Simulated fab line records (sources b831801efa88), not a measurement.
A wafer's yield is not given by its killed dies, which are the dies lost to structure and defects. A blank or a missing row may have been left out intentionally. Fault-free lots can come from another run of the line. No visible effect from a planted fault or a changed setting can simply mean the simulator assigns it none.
fab line records	flow sky130
record lots=7	wafers=21	last_day=50
route steps=708 shown LDD_N@245 LDD_P@255 PAD_OPEN@708
lots untouched by any fault: they come from a run of this same line in which no faults occurred
start_h: start of the lot's first displayed wafer, in hours after the record's first day	wait_h: hours since the lot's step before	" identical to the entry in the row above	L1.1+2: a row that stands for several wafers	- no value, or no start was given	* or withheld: withheld	< > ~ a bound
route shown NAME@n: a module of which the file shows steps, and the number in the route of the first	usual: mean and standard deviation over wafers with no fault	same: alike in all rows	chamber/n: place in a boat	sites: per-site readings	_std_site: standard deviation across them	_edge_site: the outer-site mean with the inner-site mean subtracted	radius_mm: for every site, how far away it sits from the centre of the wafer	mask NAME#n: copy n	behind: the last tool/chamber to shape the wafer	hold: why the lot went on hold/how many hours it stayed there/how the hold came to an end	device: the n, p or np transistor that did not switch	end of line: the route-end tests of the same wafers	step lacking rows: just its recipe	killed: the dies lost at the first sort to structure and to defects; this is not the yield of the wafer	map: shows each die of a wafer: x if killed, . if not, _ if none is there
set.NAME: the setting the step ran with; set.NAME@STEP: the setting that earlier step ran with	model.NAME: the simulator's own value behind a step, which no gauge read
a table for each step, a row for each wafer; lots at some steps of the route
services: the hour from which a tool's chamber was out of use, counted from the record's first day as start_h (under 0 if before that day), plus the number of hours and why
## steps
# step SKY_LDD_N_IMPLANT_08
# recipe species=As	energy_kev=20	dose_cm2=7.5e+13	tilt_deg=withheld	rotation_deg=23
# step SKY_LDD_N_IMPLANT_09
# recipe species=As	energy_kev=20	dose_cm2=7.5e+13	tilt_deg=withheld	rotation_deg=113
# step SKY_LDD_N_IMPLANT_10
# recipe species=As	energy_kev=20	dose_cm2=7.5e+13	tilt_deg=withheld	rotation_deg=203
# step SKY_LDD_N_IMPLANT_11
# recipe species=As	energy_kev=20	dose_cm2=7.5e+13	tilt_deg=withheld	rotation_deg=293
# step SKY_LDD_N_IMPLANT_12
# recipe species=BF2	energy_kev=50	dose_cm2=5e+12	tilt_deg=30	rotation_deg=0
# step SKY_LDD_N_IMPLANT_13
# recipe species=BF2	energy_kev=50	dose_cm2=5e+12	tilt_deg=30	rotation_deg=90
# step SKY_LDD_N_IMPLANT_14
# recipe species=BF2	energy_kev=50	dose_cm2=5e+12	tilt_deg=30	rotation_deg=180
# step SKY_LDD_N_IMPLANT_15
# recipe species=BF2	energy_kev=50	dose_cm2=5e+12	tilt_deg=30	rotation_deg=270
# step SKY_LDD_N_STRIP_16
# recipe chemistry=O2/N2	power_w=1400	pressure_mtorr=1500	platen_temp_c=withheld	o2_flow_sccm=3000	n2_flow_sccm=300	overash_fraction=0.5
# usual drypump_motor_current_A=5.7/0.32	n2_flow_sccm=300.0/0.81	oes_product_au=0.407/0.0047	strip_time_to_endpoint_s=4.314/0.014
lot.wafer	tool	chamber	start_h	wait_h	drypump_motor_current_A	n2_flow_sccm	oes_product_au	rf_hours_counter_h	strip_time_to_endpoint_s
L974.1	plasma_asher-03	1	449.62	0.1	6.0	300.0	0.403	67	4.328
L974.3	"	1	"	"	6.0	300.1	0.412	-	4.324
L974.6	"	0	"	"	5.1	299.7	0.412	-	4.341
L976.1	plasma_asher-04	0	472.01	0.1	6.0	299.9	0.406	28	4.300
L976.2	"	1	"	"	5.6	299.2	0.411	28	4.304
L976.5	"	1	"	"	5.7	299.7	0.404	-	4.302
L983.1	plasma_asher-04	1	542.53	0.1	5.7	301.5	0.408	35	4.305
L983.5	"	0	"	"	6.0	299.5	0.399	-	4.301
L983.6	"	1	"	"	5.7	299.7	0.415	-	4.324
L984.1	plasma_asher-03	0	543.37	0.1	5.1	299.7	0.411	76	4.330
L984.3	"	0	"	"	5.1	299.5	0.412	-	4.307
L984.4	"	1	"	"	6.0	298.9	0.408	-	4.322
L986.1	plasma_asher-03	0	555.73	0.1	5.0	300.8	0.408	77	4.330
L986.3	"	1	"	"	6.0	299.9	0.412	-	4.311
L986.5	"	0	"	"	5.0	300.5	0.407	-	4.325
L989.1	plasma_asher-03	1	576.96	0.1	6.0	300.0	0.402	79	4.297
L989.4	"	1	"	"	6.0	300.8	0.406	-	4.281
L989.6	"	0	"	"	5.1	298.3	0.406	-	4.317
L991.2	plasma_asher-04	1	594.81	0.1	5.7	300.5	0.401	40	4.326
L991.3	"	1	"	"	5.6	299.8	0.411	-	4.304
L991.4	"	0	"	"	6.0	300.0	0.403	-	4.336
# step SKY_LDD_N_TW_MEAS_17
# usual LDD_N_TW=2572/40
lot.wafer	tool	chamber	start_h	wait_h	LDD_N_TW
L974.1	film_metro-03	-	449.72	0.1	2624
L974.3	"	-	"	"	2621
L974.6	"	-	"	"	2636
L976.1	film_metro-03	-	472.11	0.1	2628
L976.2	"	-	"	"	2630
L976.5	"	-	"	"	2620
L983.1	film_metro-02	-	542.63	0.1	2521
L983.5	"	-	"	"	2527
L983.6	"	-	"	"	2529
L984.1	film_metro-03	-	543.47	0.1	2624
L984.3	"	-	"	"	2620
L984.4	"	-	"	"	2625
L986.1	film_metro-02	-	555.83	0.1	2513
L986.3	"	-	"	"	2517
L986.5	"	-	"	"	2528
L989.1	film_metro-02	-	577.06	0.1	2537
L989.4	"	-	"	"	2523
L989.6	"	-	"	"	2533
L991.2	film_metro-02	-	594.92	0.1	2534
L991.3	"	-	"	"	2535
L991.4	"	-	"	"	2553
# step SKY_LDD_P_DEHYDRATE_00
# recipe temp_c=200	time_s=60
# step SKY_LDD_P_HMDS_01
# recipe prime_time_s=60	prime_temp_c=120
# step SKY_LDD_P_COAT_02
# recipe resist=NOVOLAK	spin_rpm=3000	resist_thk_nm=1140
# usual exhaust_pa=44.9/0.91	spin_speed_rpm=3000.0/2.1
lot.wafer	tool	chamber	start_h	wait_h	exhaust_pa	spin_speed_rpm	model.NOVOLAK_of_LDD_P_COAT_02.thk_nm
L974.1	litho_track-03	0	464.95	0.1	44.9	2998.9	1135
L974.3	"	0	"	"	43.6	3001.9	1134
L974.6	"	0	"	"	45.3	2998.0	1139
L976.1	litho_track-02	0	488.28	0.1	46.0	3000.3	1141
L976.2	"	0	"	"	45.0	2998.4	1144
L976.5	"	0	"	"	45.6	2998.7	1143
L983.1	litho_track-02	0	557.28	0.1	44.0	3299.2	1093
L983.5	"	0	"	"	45.9	3299.5	1089
L983.6	"	0	"	"	45.7	3298.6	1089
L984.1	litho_track-02	0	558.88	0.1	44.8	3299.1	1089
L984.3	"	0	"	"	45.4	3296.5	1090
L984.4	"	0	"	"	43.8	3300.2	1087
L986.1	litho_track-02	0	570.48	0.1	43.2	3295.5	1087
L986.3	"	0	"	"	44.4	3297.0	1085
L986.5	"	0	"	"	45.5	3296.0	1088
L989.1	litho_track-04	0	592.38	0.1	45.5	2998.5	1137
L989.4	"	0	"	"	46.1	2996.3	1137
L989.6	"	0	"	"	45.9	2999.7	1141
L991.2	litho_track-04	0	609.90	0.1	44.2	3001.5	1143
L991.3	"	0	"	"	44.8	3001.0	1147
L991.4	"	0	"	"	45.3	3002.9	1143
# step SKY_LDD_P_SOFTBAKE_03
# recipe temp_c=90	time_s=60	resist=NOVOLAK
# step SKY_LDD_P_EXPOSE_04
# recipe mask_id=PSDM	na=0.6	source_shape=conventional	sigma_outer=0.6	polarization=unpolarized	target_cd_nm=380	dose_mj=138
# step SKY_LDD_P_PEB_05
# recipe temp_c=withheld	time_s=*	resist=NOVOLAK
# step SKY_LDD_P_DEVELOP_06
# recipe resist=NOVOLAK	developer=TMAH	develop_time_s=60	dev_temp_c=23
# usual exhaust_pa=44.8/0.83
lot.wafer	tool	chamber	start_h	wait_h	exhaust_pa	model.NOVOLAK_of_LDD_P_COAT_02.thk_nm
L974.1	litho_track-03	0	480.90	0.1	45.3	1135
L974.3	"	0	"	"	44.5	1134
L974.6	"	0	"	"	44.6	1138
L976.1	litho_track-03	0	503.95	0.1	43.7	1140
L976.2	"	0	"	"	43.3	1144
L976.5	"	0	"	"	44.7	1143
L983.1	litho_track-02	0	572.63	0.1	44.2	1092
L983.5	"	0	"	"	44.7	1089
L983.6	"	0	"	"	45.2	1089
L984.1	litho_track-03	0	574.15	0.1	44.5	1089
L984.3	"	0	"	"	45.1	1090
L984.4	"	0	"	"	43.0	1087
L986.1	litho_track-02	0	586.03	0.1	45.4	1087
L986.3	"	0	"	"	45.3	1085
L986.5	"	0	"	"	44.4	1088
L989.1	litho_track-03	0	607.50	0.1	46.2	1136
L989.4	"	0	"	"	45.4	1136
L989.6	"	0	"	"	44.6	1141
L991.2	litho_track-03	0	624.93	0.1	43.3	1142
L991.3	"	0	"	"	44.6	1147
L991.4	"	0	"	"	45.2	1143
# step SKY_LDD_P_CD_MEAS_07
# recipe target_cd_nm=380
# usual cd_nm=380.5/2.7
lot.wafer	tool	chamber	start_h	wait_h	cd_nm
L974.1	cd_sem-02	-	481.05	0.1	378.6
L974.3	"	-	"	"	379.0
L974.6	"	-	"	"	375.4
L976.1	cd_sem-02	-	504.10	0.1	380.6
L976.2	"	-	"	"	380.2
L976.5	"	-	"	"	377.3
L983.1	cd_sem-01	-	572.78	0.1	383.2
L983.5	"	-	"	"	383.2
L983.6	"	-	"	"	383.8
L984.1	cd_sem-01	-	574.30	0.1	384.5
L984.3	"	-	"	"	386.1
L984.4	"	-	"	"	386.0
L986.1	cd_sem-01	-	586.18	0.1	386.4
L986.3	"	-	"	"	385.7
L986.5	"	-	"	"	385.6
L989.1	cd_sem-01	-	607.65	0.1	383.3
L989.4	"	-	"	"	380.9
L989.6	"	-	"	"	379.1
L991.2	cd_sem-02	-	625.07	0.1	381.5
L991.3	"	-	"	"	379.5
L991.4	"	-	"	"	378.7
# step SKY_LDD_P_OVL_MEAS_08
# usual LDD_P_OVL=-0.4/1.3
lot.wafer	tool	chamber	start_h	wait_h	LDD_P_OVL[nm]
L974.1	overlay-01	-	481.17	0.1	0.4
L974.3	"	-	"	"	0.2
L974.6	"	-	"	"	0.5
L976.1	overlay-02	-	504.22	0.1	-0.8
L976.2	"	-	"	"	-0.5
L976.5	"	-	"	"	-0.7
L983.1	overlay-01	-	572.90	0.1	-2.5
L983.5	"	-	"	"	-0.2
L983.6	"	-	"	"	-0.2
L984.1	overlay-02	-	574.42	0.1	-3.0
L984.3	"	-	"	"	-1.0
L984.4	"	-	"	"	-1.5
L986.1	overlay-01	-	586.30	0.1	-0.8
L986.3	"	-	"	"	-1.4
L986.5	"	-	"	"	-2.2
L989.1	overlay-01	-	607.77	0.1	-0.2
L989.4	"	-	"	"	-0.6
L989.6	"	-	"	"	-0.5
L991.2	overlay-01	-	625.18	0.1	-0.3
L991.3	"	-	"	"	-0.3
L991.4	"	-	"	"	-1.1
# step SKY_LDD_P_IMPLANT_09
# recipe species=BF2	energy_kev=25	dose_cm2=9.753e+12	tilt_deg=withheld
# step SKY_LDD_P_STRIP_10
# recipe chemistry=O2/N2	power_w=1400	pressure_mtorr=1500	platen_temp_c=withheld	o2_flow_sccm=3000	n2_flow_sccm=300	overash_fraction=0.5
# usual drypump_motor_current_A=5.8/0.42	n2_flow_sccm=300.1/0.81	oes_product_au=0.716/0.0049	strip_time_to_endpoint_s=14.18/0.04
lot.wafer	tool	chamber	start_h	wait_h	drypump_motor_current_A	n2_flow_sccm	oes_product_au	rf_hours_counter_h	strip_time_to_endpoint_s
L974.1	plasma_asher-01	0	481.36	0.1	6.4	299.6	0.717	77	14.11
L974.3	"	0	"	"	6.4	301.6	0.713	-	14.10
L974.6	"	1	"	"	5.4	300.6	0.716	-	14.16
L976.1	plasma_asher-01	0	504.41	0.1	6.4	300.2	0.719	79	14.18
L976.2	"	1	"	"	5.4	300.0	0.723	79	14.23
L976.5	"	1	"	"	5.4	299.1	0.715	-	14.21
L983.1	plasma_asher-03	0	573.09	0.1	5.0	300.6	0.703	79	13.61
L983.5	"	0	"	"	5.0	301.1	0.713	-	13.58
L983.6	"	1	"	"	6.0	299.5	0.712	-	13.58
L984.1	plasma_asher-03	1	574.61	0.1	6.0	299.8	0.724	79	13.58
L984.3	"	1	"	"	6.0	301.1	0.717	-	13.59
L984.4	"	0	"	"	5.0	300.0	0.714	-	13.55
L986.1	plasma_asher-03	1	586.49	0.1	6.0	299.7	0.722	80	13.54
L986.3	"	0	"	"	5.1	300.4	0.713	-	13.54
L986.5	"	1	"	"	6.0	299.5	0.720	-	13.55
L989.1	plasma_asher-01	1	607.96	0.1	5.4	301.0	0.712	88	14.15
L989.4	"	1	"	"	5.4	299.5	0.715	-	14.16
L989.6	"	1	"	"	5.4	300.7	0.715	-	14.17
L991.2	plasma_asher-01	0	625.36	0.1	6.3	300.7	0.730	90	14.22
L991.3	"	0	"	"	6.3	300.1	0.723	-	14.27
L991.4	"	1	"	"	5.4	300.0	0.714	-	14.22
# step SKY_LDD_P_TW_MEAS_11
# usual LDD_P_TW=626/8.4
lot.wafer	tool	chamber	start_h	wait_h	LDD_P_TW
L974.1	film_metro-01	-	481.46	0.1	627
L974.3	"	-	"	"	624
L974.6	"	-	"	"	625
L976.1	film_metro-01	-	504.51	0.1	632
L976.2	"	-	"	"	630
L976.5	"	-	"	"	628
L983.1	film_metro-04	-	573.19	0.1	632
L983.5	"	-	"	"	636
L983.6	"	-	"	"	637
L984.1	film_metro-01	-	574.71	0.1	625
L984.3	"	-	"	"	620
L984.4	"	-	"	"	621
L986.1	film_metro-02	-	586.59	0.1	616
L986.3	"	-	"	"	620
L986.5	"	-	"	"	619
L989.1	film_metro-02	-	608.06	0.1	617
L989.4	"	-	"	"	617
L989.6	"	-	"	"	619
L991.2	film_metro-02	-	625.47	0.1	613
L991.3	"	-	"	"	616
L991.4	"	-	"	"	618
# step SKY_PAD_OPEN_PROBE_99
# usual killed_at_M0_to_M3=43/7.5	killed_at_M4_up=3.2/1.9	killed_at_contacts=24/4.9	killed_at_front_end=15/4.3	killed_at_other=0.4/0.72	killed_dies=86/9.1	killed_open=47/6.5	killed_short=39/6.5
# same gross_dies=492	killed_at_back_side=0
lot.wafer	tool	chamber	start_h	wait_h	killed_at_M0_to_M3	killed_at_M4_up	killed_at_contacts	killed_at_front_end	killed_at_other	killed_dies	killed_open	killed_short
L986.1	prober-01	-	1184.15	0.1	41	1	36	21	0	99	57	42
L986.5	prober-01	-	1184.35	0.2	47	7	21	19	1	95	41	49
# killed by level:class
L986.1 LI_CONTACT:geometric_particle:open=12 CONTACT:geometric_particle:open=11 FIELD_ISO:geometric_particle:open=9 METAL2:geometric_particle:short=8 VIA2:geometric_particle:open=8 LOCAL_INTERCONNECT:geometric_particle:short=6 VIA1:geometric_particle:open=6 CONTACT:geometric_particle:short=4
L986.5 METAL1:geometric_particle:short=7 FIELD_ISO:geometric_particle:short=6 VIA2:geometric_particle:open=6 VIA3:geometric_particle:open=6 FIELD_ISO:geometric_particle:open=5 LOCAL_INTERCONNECT:geometric_particle:short=5 CONTACT:geometric_particle:short=5 VIA1:geometric_particle:open=5
## services
tool	chamber	start_h	hours	kind
plasma_asher-03	-	484.67	0.5	repair
litho_track-02	-	552.41	-	consumable_replace:filter
plasma_asher-01	-	573.90	4.4	repair
plasma_asher-01	-	587.94	4.5	repair
litho_track-03	-	621.16	-	consumable_replace:filter
## key
first_sign step=SKY_LDD_P_COAT_02	reading=spin_speed_rpm	direction=up	sigmas=99+	usual=3000.0	struck=3297.9
effect step=SKY_LDD_P_CD_MEAS_07	reading=cd_nm	direction=up	sigmas=1.7	usual=380.5	struck=385.0
effect step=SKY_LDD_P_STRIP_10	reading=strip_time_to_endpoint_s	direction=down	sigmas=15	usual=*	struck=*
model_effect step=SKY_LDD_P_COAT_02	value=NOVOLAK_of_LDD_P_COAT_02.thk_nm	without=1142	struck=1089
model_effect step=SKY_LDD_P_DEVELOP_06	value=NOVOLAK_of_LDD_P_COAT_02.thk_nm	without=1141	struck=1088
met_at SKY_LDD_P_COAT_02
struck_wafers L983.1,L983.5,L983.6,L984.1,L984.3,L984.4,L986.1,L986.3,L986.5
tester_left_out L983,L984,L986
onset_between 488.28 557.28
fault kind=process_parameter_drift	tool=litho_track-02	chamber=-	onset_h=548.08	steps=SKY_LDD_P_COAT_02	channel=spin_rpm	offset=297.86	shape=step	end_h=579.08	acts_in=these_recipes_only	stated=3000
# tester_left_out: of these lots the tester's yield and bins aren't shown, on N5 and GAA mostly nor the transistor test; their killed dies are dies lost to structure and defects alone, not to doping, threshold or leakage, so they don't give the yield
